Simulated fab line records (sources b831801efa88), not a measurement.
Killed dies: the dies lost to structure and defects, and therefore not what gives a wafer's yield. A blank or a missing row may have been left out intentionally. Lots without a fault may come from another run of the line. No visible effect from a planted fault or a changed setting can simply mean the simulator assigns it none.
fab line records	flow sky130
record lots=24	wafers=72	last_day=50
route steps=708 shown FIELD_ISO@17 VIA3@593 METAL4@598 METAL5@665 PASSIVATION@692
lots that met no fault: from a run of the same line without faults
start_h: start of the lot's first displayed wafer, in hours after the record's first day	wait_h: how many hours have passed since the lot's step before this one	" as in the row above	L1.1+2: several wafers, shown together as one row	- either no value or no given start	* or withheld: withheld	< > ~ a bound
route shown NAME@n: NAME is a module with steps in the file, n the number in the route of the first one	usual: mean and standard deviation over wafers with no fault	same: alike in all rows	chamber/n: place in a boat	sites: each site's reading	_std_site: the standard deviation of these	_edge_site: inner sites' mean taken away from outer sites' mean	radius_mm: how far each site lies from the wafer's centre	mask NAME#n: copy n	behind: the most recent tool/chamber to have shaped the wafer	hold: reason for holding the lot/hours on hold/outcome of the hold	device: which transistor (n, p or np) failed to switch	end of line: the same wafers' tests at the end of the route	step lacking rows: just its recipe	killed: at the first sort, the dies lost to defects and structure; wafer yield is something else	map: dies across one wafer; x = killed, . = not, _ = none there
set.NAME: the setting as run; set.NAME@STEP: as run at that earlier step	model.NAME: the simulator's own value behind a step, which no gauge read
steps of the route over a sample of lots; a table a step, a row a wafer
services: a tool's chamber out of use, with start hour (start_h, from the record's first day; less than 0 if before it), hours out, and reason
## steps
# step SKY_FIELD_ISO_STRIP_16
# recipe chemistry=O2/N2	power_w=1400	pressure_mtorr=1500	platen_temp_c=withheld	o2_flow_sccm=3000	n2_flow_sccm=300	overash_fraction=0.4502
# usual drypump_motor_current_A=5.5/0.46	oes_product_au=0.379/0.005	strip_time_to_endpoint_s=3.560/0.025
# same overash_fraction=0.4502
lot.wafer	tool	chamber	start_h	wait_h	drypump_motor_current_A	oes_product_au	rf_hours_counter_h	strip_time_to_endpoint_s
L074.1	plasma_asher-03	0	30.49	0.0	6.0	0.370	35	3.548
L074.3	"	1	"	"	5.5	0.375	-	3.523
L074.5	"	0	"	"	6.0	0.381	-	3.546
L075.2	plasma_asher-02	0	35.02	0.0	5.9	0.376	36	3.555
L075.3	"	0	"	"	5.9	0.386	-	3.556
L075.5	"	1	"	"	4.7	0.375	-	3.547
L076.2	plasma_asher-02	1	38.62	0.0	4.7	0.379	36	3.553
L076.3	"	0	"	"	5.9	0.378	-	3.547
L076.4	"	1	"	"	4.7	0.377	-	3.543
L077.1	plasma_asher-02	1	43.62	0.0	4.7	0.382	37	3.584
L077.5	"	0	"	"	5.9	0.385	-	3.566
L077.6	"	1	"	"	4.7	0.376	-	3.583
L078.1	plasma_asher-02	1	49.82	0.0	4.7	0.379	37	3.531
L078.3	"	0	"	"	5.9	0.384	-	3.567
L078.5	"	0	"	"	5.9	0.380	-	3.517
L079.3	plasma_asher-03	0	55.45	0.1	6.0	0.380	-	3.532
L079.4	"	1	"	"	5.6	0.377	-	3.543
L079.6	"	0	"	"	6.0	0.377	-	3.551
L080.1	plasma_asher-03	0	60.09	0.0	6.0	0.377	38	3.568
L080.2	"	1	"	"	5.6	0.380	38	3.564
L080.4	"	1	"	"	5.5	0.372	-	3.573
L081.2	plasma_asher-03	1	66.24	0.0	5.5	0.380	39	3.520
L081.4	"	0	"	"	6.0	0.379	-	3.511
L081.5	"	0	"	"	6.0	0.371	-	3.555
L082.2	plasma_asher-03	0	70.31	0.0	6.0	0.378	39	3.565
L082.5	"	1	"	"	5.5	0.376	-	3.565
L082.6	"	0	"	"	6.0	0.375	-	3.558
L083.4	plasma_asher-03	0	75.12	0.1	6.0	0.383	-	3.543
L083.5	"	0	"	"	6.0	0.378	-	3.530
L083.6	"	1	"	"	5.5	0.382	-	3.549
L084.3	plasma_asher-03	0	79.60	0.1	6.0	0.387	-	3.550
L084.5	"	1	"	"	5.5	0.384	-	3.556
L084.6	"	0	"	"	6.0	0.368	-	3.550
L085.1	plasma_asher-04	0	88.07	0.0	5.6	0.382	27	3.583
L085.5	"	1	"	"	5.1	0.373	-	3.556
L085.6	"	0	"	"	5.6	0.377	-	3.534
L086.1	plasma_asher-04	1	93.09	0.0	5.0	0.375	28	3.576
L086.3	"	1	"	"	5.0	0.378	-	3.524
L086.6	"	1	"	"	5.1	0.382	-	3.534
L087.1	plasma_asher-04	1	97.17	0.0	5.0	0.377	28	3.552
L087.3	"	1	"	"	5.1	0.381	-	3.581
L087.5	"	1	"	"	5.0	0.372	-	3.608
L088.4	plasma_asher-02	0	101.55	0.0	5.9	0.378	-	3.574
L088.5	"	0	"	"	5.8	0.378	-	3.565
L088.6	"	1	"	"	4.7	0.379	-	3.586
L089.2	plasma_asher-03	0	107.52	0.0	6.0	0.387	43	3.612
L089.4	"	1	"	"	5.6	0.375	-	3.565
L089.5	"	1	"	"	5.5	0.382	-	3.632
L090.1	plasma_asher-03	1	112.84	0.0	5.6	0.384	44	3.595
L090.2	"	0	"	"	6.0	0.373	44	3.564
L090.5	"	1	"	"	5.5	0.383	-	3.568
L091.4	plasma_asher-04	0	115.77	0.1	5.6	0.365	-	3.530
L091.5	"	1	"	"	5.1	0.382	-	3.537
L091.6	"	0	"	"	5.7	0.375	-	3.564
L092.1	plasma_asher-02	1	124.04	0.0	4.7	0.383	45	3.536
L092.3	"	0	"	"	5.8	0.379	-	3.559
L092.6	"	0	"	"	5.9	0.381	-	3.554
L093.2	plasma_asher-03	1	128.07	0.0	5.5	0.379	45	3.557
L093.5	"	1	"	"	5.6	0.380	-	3.570
L093.6	"	0	"	"	6.0	0.372	-	3.553
L094.2	plasma_asher-02	0	133.86	0.0	5.8	0.376	46	3.555
L094.3	"	1	"	"	4.7	0.382	-	3.561
L094.4	"	0	"	"	5.9	0.381	-	3.584
L095.1	plasma_asher-04	0	137.86	0.0	5.7	0.369	33	3.532
L095.4	"	0	"	"	5.7	0.388	-	3.537
L095.6	"	0	"	"	5.6	0.379	-	3.510
L096.2	plasma_asher-02	0	144.34	0.0	5.9	0.383	47	3.575
L096.3	"	0	"	"	5.9	0.382	-	3.594
L096.6	"	0	"	"	5.9	0.377	-	3.570
L097.1	plasma_asher-04	1	149.04	0.0	5.0	0.384	34	3.551
L097.2	"	0	"	"	5.6	0.387	34	3.548
L097.3	"	0	"	"	5.6	0.377	-	3.583
# step SKY_VIA3_SPUTTER_20
# recipe material=TiN	target_thk_nm=20	chamber_pressure_pa=5	power_w=4000	time_s=80
# usual cathode_dc_power_W=4000.0/0.72	throttle_valve_pct=29.9/0.73
lot.wafer	tool	chamber	start_h	wait_h	cathode_dc_power_W	throttle_valve_pct
L074.1	pvd_sputter-03	-	927.32	0.0	3999.6	30.3
L074.3	"	-	"	"	4000.7	29.4
L074.5	"	-	"	"	3999.4	30.5
L075.2	pvd_sputter-03	-	931.00	0.0	3999.2	30.3
L075.3	"	-	"	"	4000.9	30.4
L075.5	"	-	"	"	4001.1	30.3
L076.2	pvd_sputter-02	-	946.27	0.0	3999.9	30.3
L076.3	"	-	"	"	3998.9	29.1
L076.4	"	-	"	"	3997.7	28.7
L077.1	pvd_sputter-04	-	953.34	0.0	3999.3	28.3
L077.5	"	-	"	"	3999.5	28.2
L077.6	"	-	"	"	4000.4	30.3
L078.1	pvd_sputter-03	-	957.98	0.0	4000.2	30.4
L078.3	"	-	"	"	4000.4	30.4
L078.5	"	-	"	"	3999.9	30.4
L079.3	pvd_sputter-04	-	960.88	0.0	4000.0	31.9
L079.4	"	-	"	"	3999.4	30.6
L079.6	"	-	"	"	3999.2	30.3
L080.1	pvd_sputter-02	-	996.05	0.0	4001.6	28.7
L080.2	"	-	"	"	3999.0	29.1
L080.4	"	-	"	"	3998.5	30.2
L081.2	pvd_sputter-04	-	1000.01	0.0	3999.3	29.1
L081.4	"	-	"	"	4001.9	28.3
L081.5	"	-	"	"	4000.4	31.5
L083.4	pvd_sputter-03	-	1000.57	0.0	3999.5	29.5
L083.5	"	-	"	"	3999.6	30.2
L083.6	"	-	"	"	3999.4	29.6
L082.2	pvd_sputter-02	-	1002.02	0.0	3999.8	29.1
L082.5	"	-	"	"	3999.4	29.7
L082.6	"	-	"	"	3999.9	29.3
L084.3	pvd_sputter-03	-	1002.02	0.0	4000.5	29.1
L084.5	"	-	"	"	3999.4	30.6
L084.6	"	-	"	"	3999.6	30.4
L085.1	pvd_sputter-02	-	1008.43	0.0	4000.2	30.1
L085.5	"	-	"	"	3999.6	29.3
L085.6	"	-	"	"	4001.6	28.9
L086.1	pvd_sputter-02	-	1015.09	0.0	4000.5	30.3
L086.3	"	-	"	"	3999.3	29.7
L086.6	"	-	"	"	3998.9	28.9
L088.4	pvd_sputter-03	-	1026.80	0.0	3999.9	29.6
L088.5	"	-	"	"	3999.2	30.4
L088.6	"	-	"	"	4000.6	30.3
L087.1	pvd_sputter-03	-	1030.14	0.0	4000.9	29.4
L087.3	"	-	"	"	4000.1	30.3
L087.5	"	-	"	"	4000.4	30.4
L089.2	pvd_sputter-03	-	1035.90	0.0	3999.6	30.5
L089.4	"	-	"	"	4000.5	30.5
L089.5	"	-	"	"	4000.7	30.6
L090.1	pvd_sputter-03	-	1040.35	0.0	4000.8	30.2
L090.2	"	-	"	"	4000.2	30.3
L090.5	"	-	"	"	4001.0	29.4
L091.4	pvd_sputter-02	-	1044.68	0.0	3999.3	29.3
L091.5	"	-	"	"	3999.4	29.8
L091.6	"	-	"	"	4000.9	30.6
L092.1	pvd_sputter-04	-	1052.58	0.0	3999.7	28.5
L092.3	"	-	"	"	4000.1	29.5
L092.6	"	-	"	"	4000.0	28.6
L093.2	pvd_sputter-03	-	1054.05	0.0	4000.2	30.5
L093.5	"	-	"	"	3999.5	30.2
L093.6	"	-	"	"	4000.5	30.5
L094.2	pvd_sputter-02	-	1066.93	0.0	4000.3	30.5
L094.3	"	-	"	"	3999.0	29.8
L094.4	"	-	"	"	3999.8	29.0
L095.1	pvd_sputter-04	-	1070.55	0.0	4001.6	29.4
L095.4	"	-	"	"	3998.7	31.3
L095.6	"	-	"	"	3998.8	29.1
L096.2	pvd_sputter-03	-	1077.21	0.0	4000.8	29.7
L096.3	"	-	"	"	4000.5	30.3
L096.6	"	-	"	"	4000.3	30.3
L097.1	pvd_sputter-02	-	1078.60	0.0	3999.8	29.0
L097.2	"	-	"	"	3999.7	29.7
L097.3	"	-	"	"	3998.4	30.5
# step SKY_VIA3_THK_MEAS_23
# recipe thk_meas_gauge=xrf	reads=W_of_VIA3_CVD_21
# usual VIA3_W_THK=396/7.3
lot.wafer	tool	chamber	start_h	wait_h	VIA3_W_THK[nm]
L074.1	film_metro-01	-	927.62	0.1	393
L074.3	"	-	"	"	398
L074.5	"	-	"	"	391
L075.2	film_metro-03	-	931.31	0.1	408
L075.3	"	-	"	"	404
L075.5	"	-	"	"	407
L076.2	film_metro-03	-	946.59	0.1	406
L076.3	"	-	"	"	402
L076.4	"	-	"	"	400
L077.1	film_metro-02	-	953.64	0.1	393
L077.5	"	-	"	"	395
L077.6	"	-	"	"	391
L078.1	film_metro-03	-	958.29	0.1	406
L078.3	"	-	"	"	408
L078.5	"	-	"	"	405
L079.3	film_metro-03	-	961.21	0.1	404
L079.4	"	-	"	"	399
L079.6	"	-	"	"	402
L080.1	film_metro-01	-	996.35	0.1	387
L080.2	"	-	"	"	392
L080.4	"	-	"	"	391
L081.2	film_metro-01	-	1000.32	0.1	386
L081.4	"	-	"	"	389
L081.5	"	-	"	"	392
L083.4	film_metro-02	-	1000.91	0.1	392
L083.5	"	-	"	"	391
L083.6	"	-	"	"	387
L082.2	film_metro-03	-	1002.33	0.1	414
L082.5	"	-	"	"	415
L082.6	"	-	"	"	409
L084.3	film_metro-01	-	1002.34	0.1	381
L084.5	"	-	"	"	390
L084.6	"	-	"	"	393
L085.1	film_metro-01	-	1008.73	0.1	394
L085.5	"	-	"	"	400
L085.6	"	-	"	"	389
L086.1	film_metro-02	-	1015.39	0.1	394
L086.3	"	-	"	"	394
L086.6	"	-	"	"	399
L088.4	film_metro-03	-	1027.13	0.1	395
L088.5	"	-	"	"	397
L088.6	"	-	"	"	409
L087.1	film_metro-02	-	1030.44	0.1	390
L087.3	"	-	"	"	391
L087.5	"	-	"	"	386
L089.2	film_metro-02	-	1036.21	0.1	388
L089.4	"	-	"	"	387
L089.5	"	-	"	"	389
L090.1	film_metro-01	-	1040.65	0.1	396
L090.2	"	-	"	"	403
L090.5	"	-	"	"	396
L091.4	film_metro-01	-	1044.98	0.1	400
L091.5	"	-	"	"	399
L091.6	"	-	"	"	403
L092.1	film_metro-03	-	1052.89	0.1	402
L092.3	"	-	"	"	411
L092.6	"	-	"	"	404
L093.2	film_metro-02	-	1054.36	0.1	393
L093.5	"	-	"	"	399
L093.6	"	-	"	"	389
L094.2	film_metro-03	-	1067.24	0.1	395
L094.3	"	-	"	"	397
L094.4	"	-	"	"	399
L095.1	film_metro-01	-	1070.85	0.1	400
L095.4	"	-	"	"	400
L095.6	"	-	"	"	397
L096.2	film_metro-03	-	1077.52	0.1	399
L096.3	"	-	"	"	400
L096.6	"	-	"	"	400
L097.1	film_metro-02	-	1078.90	0.1	386
L097.2	"	-	"	"	386
L097.3	"	-	"	"	385
# step SKY_METAL4_SPUTTER_00
# recipe material=Ti	target_thk_nm=15	power_w=3000	time_s=10	chamber_pressure_pa=0.4
# usual cathode_dc_power_W=3000.0/0.6	throttle_valve_pct=30.0/0.84
lot.wafer	tool	chamber	start_h	wait_h	cathode_dc_power_W	throttle_valve_pct
L074.1	pvd_sputter-03	-	932.49	0.2	3000.3	30.2
L074.3	"	-	"	"	3000.4	29.5
L074.5	"	-	"	"	2999.4	30.2
L075.2	pvd_sputter-04	-	935.19	0.2	2999.7	29.2
L075.3	"	-	"	"	2999.5	30.5
L075.5	"	-	"	"	3001.2	28.3
L076.2	pvd_sputter-04	-	946.94	0.2	3000.4	29.6
L076.3	"	-	"	"	2998.9	28.5
L076.4	"	-	"	"	2999.2	28.4
L077.1	pvd_sputter-03	-	954.00	0.2	2999.9	30.4
L077.5	"	-	"	"	3000.2	29.4
L077.6	"	-	"	"	3000.2	30.5
L078.1	pvd_sputter-01	-	958.65	0.1	2999.8	30.8
L078.3	"	-	"	"	2999.6	29.6
L078.5	"	-	"	"	2999.7	29.2
L079.3	pvd_sputter-01	-	961.59	0.1	2999.0	29.3
L079.4	"	-	"	"	3000.1	30.6
L079.6	"	-	"	"	3000.1	29.4
L080.1	pvd_sputter-04	-	996.71	0.2	2999.3	30.4
L080.2	"	-	"	"	2999.5	28.6
L080.4	"	-	"	"	3000.3	29.5
L081.2	pvd_sputter-01	-	1000.67	0.2	3000.5	31.1
L081.4	"	-	"	"	3000.4	29.0
L081.5	"	-	"	"	2999.5	30.6
L083.4	pvd_sputter-03	-	1001.24	0.2	3001.2	30.4
L083.5	"	-	"	"	2999.5	30.5
L083.6	"	-	"	"	3000.7	30.3
L082.2	pvd_sputter-04	-	1002.68	0.2	3001.2	31.3
L082.5	"	-	"	"	2999.9	28.3
L082.6	"	-	"	"	3000.9	30.3
L084.3	pvd_sputter-03	-	1002.96	0.1	3000.7	30.2
L084.5	"	-	"	"	2999.1	29.4
L084.6	"	-	"	"	2999.6	30.3
L085.1	pvd_sputter-01	-	1009.09	0.2	3001.3	31.3
L085.5	"	-	"	"	2999.9	29.3
L085.6	"	-	"	"	3000.1	31.0
L086.1	pvd_sputter-03	-	1015.75	0.2	3000.5	30.3
L086.3	"	-	"	"	2999.3	30.4
L086.6	"	-	"	"	3000.0	30.5
L088.4	pvd_sputter-01	-	1027.46	0.2	2999.7	29.7
L088.5	"	-	"	"	3000.4	29.6
L088.6	"	-	"	"	2998.9	29.1
L087.1	pvd_sputter-03	-	1030.80	0.2	3000.3	29.5
L087.3	"	-	"	"	2999.2	30.5
L087.5	"	-	"	"	2999.9	29.4
L089.2	pvd_sputter-04	-	1036.56	0.1	3000.2	29.3
L089.4	"	-	"	"	2999.4	28.3
L089.5	"	-	"	"	3000.4	31.3
L090.1	pvd_sputter-03	-	1041.01	0.1	2998.5	30.5
L090.2	"	-	"	"	3000.3	30.6
L090.5	"	-	"	"	2999.6	29.6
L091.4	pvd_sputter-04	-	1045.31	0.1	2999.8	29.4
L091.5	"	-	"	"	3000.9	29.3
L091.6	"	-	"	"	3000.9	31.5
L092.1	pvd_sputter-03	-	1053.25	0.2	3000.1	30.3
L092.3	"	-	"	"	3000.6	30.3
L092.6	"	-	"	"	2999.2	30.4
L093.2	pvd_sputter-03	-	1054.71	0.1	3000.4	30.5
L093.5	"	-	"	"	2999.3	30.2
L093.6	"	-	"	"	3000.9	30.5
L094.2	pvd_sputter-01	-	1067.59	0.2	2999.6	29.3
L094.3	"	-	"	"	3000.6	30.8
L094.4	"	-	"	"	2999.1	29.2
L095.1	pvd_sputter-04	-	1071.21	0.2	2999.9	31.8
L095.4	"	-	"	"	3000.4	31.3
L095.6	"	-	"	"	3000.0	28.6
L096.2	pvd_sputter-04	-	1077.92	0.1	3000.2	28.4
L096.3	"	-	"	"	2999.9	30.6
L096.6	"	-	"	"	3000.4	30.6
L097.1	pvd_sputter-01	-	1079.29	0.2	2999.8	29.3
L097.2	"	-	"	"	3001.0	29.8
L097.3	"	-	"	"	3000.6	31.5
# step SKY_METAL5_SPUTTER_04
# recipe material=TiN	target_thk_nm=70	power_w=6500	time_s=58.3	chamber_pressure_pa=0.4085
# usual cathode_dc_power_W=6500.1/1.2	throttle_valve_pct=30.0/0.84
lot.wafer	tool	chamber	start_h	wait_h	cathode_dc_power_W	throttle_valve_pct
L074.1	pvd_sputter-04	-	1008.01	0.0	6501.5	31.4
L074.3	"	-	"	"	6499.9	30.7
L074.5	"	-	"	"	6499.1	30.5
L075.2	pvd_sputter-02	-	1010.18	0.0	6501.5	30.4
L075.3	"	-	"	"	6501.1	28.7
L075.5	"	-	"	"	6498.9	29.3
L076.2	pvd_sputter-04	-	1020.77	0.0	6501.0	29.2
L076.3	"	-	"	"	6497.7	28.7
L076.4	"	-	"	"	6497.8	31.2
L077.1	pvd_sputter-03	-	1029.21	0.0	6500.8	30.3
L077.5	"	-	"	"	6501.4	30.3
L077.6	"	-	"	"	6500.0	30.3
L078.1	pvd_sputter-04	-	1032.63	0.0	6499.1	28.4
L078.3	"	-	"	"	6500.0	31.3
L078.5	"	-	"	"	6499.5	29.4
L079.3	pvd_sputter-03	-	1036.97	0.0	6502.0	30.2
L079.4	"	-	"	"	6501.1	30.4
L079.6	"	-	"	"	6497.8	30.4
L080.1	pvd_sputter-04	-	1068.77	0.0	6500.4	31.3
L080.2	"	-	"	"	6500.4	28.3
L080.4	"	-	"	"	6498.7	29.5
L081.2	pvd_sputter-03	-	1072.03	0.0	6500.0	30.5
L081.4	"	-	"	"	6501.7	30.4
L081.5	"	-	"	"	6499.8	30.4
L083.4	pvd_sputter-02	-	1072.33	0.0	6500.0	28.9
L083.5	"	-	"	"	6501.0	30.3
L083.6	"	-	"	"	6501.8	29.1
L082.2	pvd_sputter-04	-	1073.82	0.0	6499.8	29.4
L082.5	"	-	"	"	6498.8	31.4
L082.6	"	-	"	"	6499.5	29.4
L084.3	pvd_sputter-02	-	1074.87	0.0	6502.4	29.7
L084.5	"	-	"	"	6499.6	29.5
L084.6	"	-	"	"	6502.3	29.8
L085.1	pvd_sputter-04	-	1080.20	0.0	6501.3	28.5
L085.5	"	-	"	"	6499.8	29.3
L085.6	"	-	"	"	6500.1	28.4
L086.1	pvd_sputter-04	-	1085.15	0.0	6500.6	29.2
L086.3	"	-	"	"	6498.4	31.2
L086.6	"	-	"	"	6499.6	28.3
L088.4	pvd_sputter-04	-	1095.93	0.0	6499.5	31.4
L088.5	"	-	"	"	6498.5	29.3
L088.6	"	-	"	"	6499.1	31.2
L087.1	pvd_sputter-03	-	1099.99	0.0	6498.8	30.1
L087.3	"	-	"	"	6498.6	30.3
L087.5	"	-	"	"	6501.0	30.3
L089.2	pvd_sputter-04	-	1104.96	0.0	6501.3	29.5
L089.4	"	-	"	"	6500.5	28.3
L089.5	"	-	"	"	6497.7	29.3
L090.1	pvd_sputter-03	-	1107.72	0.0	6499.6	30.6
L090.2	"	-	"	"	6500.7	30.6
L090.5	"	-	"	"	6500.7	29.7
L091.4	pvd_sputter-03	-	1111.95	0.0	6500.3	30.3
L091.5	"	-	"	"	6501.3	30.6
L091.6	"	-	"	"	6499.5	30.3
L092.1	pvd_sputter-03	-	1119.25	0.0	6500.6	30.5
L092.3	"	-	"	"	6499.0	29.4
L092.6	"	-	"	"	6501.3	30.2
L093.2	pvd_sputter-03	-	1120.82	0.0	6497.4	30.3
L093.5	"	-	"	"	6500.0	30.5
L093.6	"	-	"	"	6500.9	29.6
L094.2	pvd_sputter-02	-	1131.92	0.0	6501.0	28.7
L094.3	"	-	"	"	6498.1	29.3
L094.4	"	-	"	"	6500.8	30.4
L095.1	pvd_sputter-04	-	1136.17	0.0	6501.1	29.3
L095.4	"	-	"	"	6498.0	29.3
L095.6	"	-	"	"	6499.2	30.6
L096.2	pvd_sputter-04	-	1141.67	0.0	6499.8	30.6
L096.3	"	-	"	"	6498.4	29.5
L096.6	"	-	"	"	6499.6	30.3
L097.1	pvd_sputter-03	-	1143.46	0.0	6503.7	30.5
L097.2	"	-	"	"	6498.0	29.4
L097.3	"	-	"	"	6500.4	30.7
# step SKY_PASSIVATION_ETCH_11
# recipe chemistry=CF4/O2	target_depth_nm=725	stop_on=AlCu	source_w=800	bias_w=156	pressure_mtorr=150	cf4_flow_sccm=80	O2_flow_sccm=10	time_s=161.1
# usual drypump_motor_current_A=5.5/0.39	oes_product_au=0.980/0.0077	throttle_valve_pct=5.966/0.0089
lot.wafer	tool	chamber	start_h	wait_h	drypump_motor_current_A	oes_product_au	rf_hours_counter_h	throttle_valve_pct
L074.1	rie_diel-04	3	1053.20	-	5.3	0.984	11	5.964
L074.3	"	0	"	"	4.8	0.975	16	5.965
L074.5	"	3	"	"	5.3	0.976	-	5.962
L075.2	rie_diel-02	2	1055.75	-	5.7	0.971	12	5.975
L075.3	"	1	"	"	5.7	0.980	24	5.964
L075.5	"	2	"	"	5.7	0.986	-	5.955
L076.2	rie_diel-03	0	1066.40	-	5.0	0.987	7	5.962
L076.3	"	3	"	"	5.4	0.978	22	5.959
L076.4	"	1	"	"	5.6	0.987	5	5.971
L077.1	rie_diel-04	3	1074.29	-	5.3	0.964	12	5.966
L077.5	"	2	"	"	5.8	0.980	-	5.964
L077.6	"	3	"	"	5.3	0.984	-	5.950
L078.1	rie_diel-04	1	1077.92	-	5.5	0.973	18	5.962
L078.3	"	3	"	"	5.3	0.960	12	5.953
L078.5	"	2	"	"	5.9	0.978	-	5.955
L079.3	rie_diel-02	3	1081.29	-	5.0	0.979	7	5.951
L079.4	"	1	"	"	5.7	0.986	25	5.963
L079.6	"	0	"	"	6.0	0.981	-	5.962
L080.1	rie_diel-02	0	1110.20	-	6.0	0.986	7	5.978
L080.2	"	1	"	"	5.7	0.986	26	5.977
L080.4	"	3	"	"	5.0	0.978	8	5.976
L081.2	rie_diel-03	0	1113.55	-	5.1	0.978	9	5.953
L081.4	"	3	"	"	5.4	0.990	23	5.973
L081.5	"	1	"	"	5.6	0.983	-	5.960
L083.4	rie_diel-03	1	1115.27	-	5.6	0.993	7	5.972
L083.5	"	0	"	"	5.1	0.989	-	5.974
L083.6	"	1	"	"	5.6	0.971	-	5.952
L082.2	rie_diel-02	1	1115.59	-	5.7	0.979	26	5.960
L082.5	"	0	"	"	6.1	0.991	-	5.973
L082.6	"	1	"	"	5.7	0.978	-	5.969
L084.3	rie_diel-04	1	1116.40	-	5.5	0.964	19	5.953
L084.5	"	2	"	"	5.9	0.993	-	5.952
L084.6	"	1	"	"	5.5	0.972	-	5.971
L085.1	rie_diel-02	1	1121.14	-	5.7	0.979	26	5.964
L085.5	"	2	"	"	5.7	0.991	-	5.975
L085.6	"	1	"	"	5.7	0.988	-	5.963
L086.1	rie_diel-04	2	1126.05	-	5.9	0.980	10	5.967
L086.3	"	3	"	"	5.3	0.987	14	5.978
L086.6	"	1	"	"	5.5	0.977	-	5.972
L088.4	rie_diel-04	0	1137.35	-	4.8	0.991	-	5.970
L088.5	"	2	"	"	5.8	0.993	-	5.959
L088.6	"	3	"	"	5.3	0.982	-	5.959
L087.1	rie_diel-04	1	1140.60	-	5.5	0.976	20	5.970
L087.3	"	2	"	"	5.9	0.978	10	5.962
L087.5	"	3	"	"	5.3	0.980	-	5.956
L089.2	rie_diel-03	1	1144.65	-	5.6	0.984	9	5.969
L089.4	"	0	"	"	5.1	0.978	10	5.976
L089.5	"	3	"	"	5.4	0.996	-	5.982
L090.1	rie_diel-04	0	1147.57	-	4.8	0.977	18	5.953
L090.2	"	3	"	"	5.3	0.970	15	5.980
L090.5	"	1	"	"	5.5	0.990	-	5.964
L091.4	rie_diel-03	0	1151.25	-	5.0	0.979	11	5.970
L091.5	"	2	"	"	6.1	0.983	-	5.976
L091.6	"	1	"	"	5.6	0.974	-	5.951
L092.1	rie_diel-04	2	1158.00	-	5.9	0.972	11	5.952
L092.3	"	1	"	"	5.5	0.972	21	5.971
L092.6	"	3	"	"	5.3	0.975	-	5.966
L093.2	rie_diel-04	0	1159.55	-	4.8	0.973	18	5.961
L093.5	"	0	"	"	4.8	0.981	-	5.966
L093.6	"	1	"	"	5.5	0.992	-	5.962
L094.2	rie_diel-03	2	1169.80	-	6.1	0.965	15	5.961
L094.3	"	1	"	"	5.6	0.975	10	5.941
L094.4	"	3	"	"	5.4	0.980	26	5.979
L095.1	rie_diel-04	1	1173.00	-	5.5	0.967	22	5.975
L095.4	"	0	"	"	4.8	0.978	19	5.957
L095.6	"	0	"	"	4.8	0.978	-	5.984
L096.2	rie_diel-03	0	1178.37	-	5.1	0.969	12	5.967
L096.3	"	3	"	"	5.4	0.970	27	5.963
L096.6	"	1	"	"	5.6	0.970	-	5.961
L097.1	rie_diel-04	1	1179.02	-	5.5	0.974	22	5.965
L097.2	"	0	"	"	4.8	0.964	20	5.947
L097.3	"	3	"	"	5.3	0.976	16	5.984
## services
tool	chamber	start_h	hours	kind
pvd_sputter-02	-	9.94	1.4	repair
pvd_sputter-03	-	24.33	2.9	repair
pvd_sputter-04	-	34.00	4.5	repair
rie_diel-04	-	65.75	14.6	pm
rie_diel-04	0	99.02	10.2	repair
rie_diel-04	-	118.00	4.2	repair
rie_diel-04	-	181.56	0.2	repair
pvd_sputter-03	-	225.18	2.7	repair
rie_diel-04	0	300.16	2.4	repair
pvd_sputter-02	-	337.59	19.6	repair
pvd_sputter-02	-	368.87	1.1	repair
rie_diel-04	3	393.52	9.2	repair
rie_diel-04	-	394.09	4.3	pm
pvd_sputter-03	-	418.48	1.2	repair
pvd_sputter-04	-	462.64	1.5	repair
pvd_sputter-04	-	498.28	4.9	repair
pvd_sputter-04	-	880.99	3.0	repair
pvd_sputter-04	-	909.13	11.2	repair
pvd_sputter-04	-	968.50	10.7	repair
pvd_sputter-04	-	974.16	22.1	repair
pvd_sputter-04	-	1022.30	8.8	repair
pvd_sputter-03	-	1043.46	8.3	repair
pvd_sputter-03	-	1057.40	3.3	repair
pvd_sputter-03	-	1081.73	0.7	repair
## key
fault none
